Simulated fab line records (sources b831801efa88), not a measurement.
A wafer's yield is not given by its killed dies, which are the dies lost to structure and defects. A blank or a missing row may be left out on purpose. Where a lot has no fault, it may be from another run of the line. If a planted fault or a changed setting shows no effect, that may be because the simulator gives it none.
Chamber matching ; flow gf180mcu ; GF_STI_ETCH_14 on rie_si-01 has 4 sister chambers
The step etches Si in HBr/Cl2/O2, target depth 360 nm, time 102.9 s. 14 wafers are shown with their chamber, then 7 later ones without.

## WAFERS WITH THEIR CHAMBER
wafer;chamber;oes_product_au (a.u.);throttle_valve_pct (%);HBr_flow_sccm (sccm)
L101.1;2;1.002;25.667;151.3
L101.4;1;0.995;25.677;149.4
L101.6;1;0.988;25.659;149.3
L106.2;2;1.009;25.651;150.5
L106.5;1;0.998;25.658;149.9
L106.6;2;0.999;25.653;149.2
L107.2;1;0.994;25.668;150.7
L107.5;0;1.014;25.641;150.4
L107.6;1;0.994;25.651;151.0
L116.4;3;0.989;25.666;149.5
L116.5;0;1.036;25.623;149.8
L116.6;3;0.995;25.644;149.3
L118.3;2;1.001;25.657;149.8
L118.5;2;0.999;25.671;149.2

SIGNATURES, as means of the wafers listed above
reading;chamber 0;chamber 1;chamber 2;chamber 3;scatter within a chamber
oes_product_au;1.02500;0.99380;1.00200;0.99200;0.00617
throttle_valve_pct;25.63200;25.66260;25.65980;25.65500;0.0106
HBr_flow_sccm;150.100;150.060;150.000;149.400;0.761
Rule: for a wafer and a chamber, the distance is found by dividing, reading by reading, the gap between the wafer's reading and the chamber's mean by the reading's scatter, squaring, summing and taking the root. If the next closest chamber is less than 2 further off than the closest, the wafer can't be placed; otherwise it belongs to the closest. The scatter: take each reading less its chamber's mean, square it, sum over the shown wafers, divide by the number of wafers less the number of chambers, and take the root.

## WAFERS WITHOUT THEIR CHAMBER
wafer;oes_product_au (a.u.);throttle_valve_pct (%);HBr_flow_sccm (sccm)
L118.6;0.989;25.670;149.7
L119.2;1.011;25.655;150.1
L119.3;0.988;25.666;149.3
L119.4;0.988;25.681;150.6
L120.1;0.989;25.654;150.5
L120.5;0.986;25.659;150.1
L120.6;1.014;25.644;150.5

## CHAMBER TAKEN BY EACH
wafer;from the rows above;in truth
L118.6;can't be placed: 1 or 3 or 2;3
L119.2;can't be placed: 2 or 1 or 0 or 3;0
L119.3;can't be placed: 3 or 1 or 2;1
L119.4;can't be placed: 1 or 3 or 2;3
L120.1;can't be placed: 1 or 3 or 2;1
L120.5;can't be placed: 1 or 3 or 2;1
L120.6;can't be placed: 0 or 2 or 1 or 3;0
0 of 7 placed correctly. Cannot be placed on the basis of these rows: 7; the candidates contain the true chamber in 7. Number placed wrongly: 0.
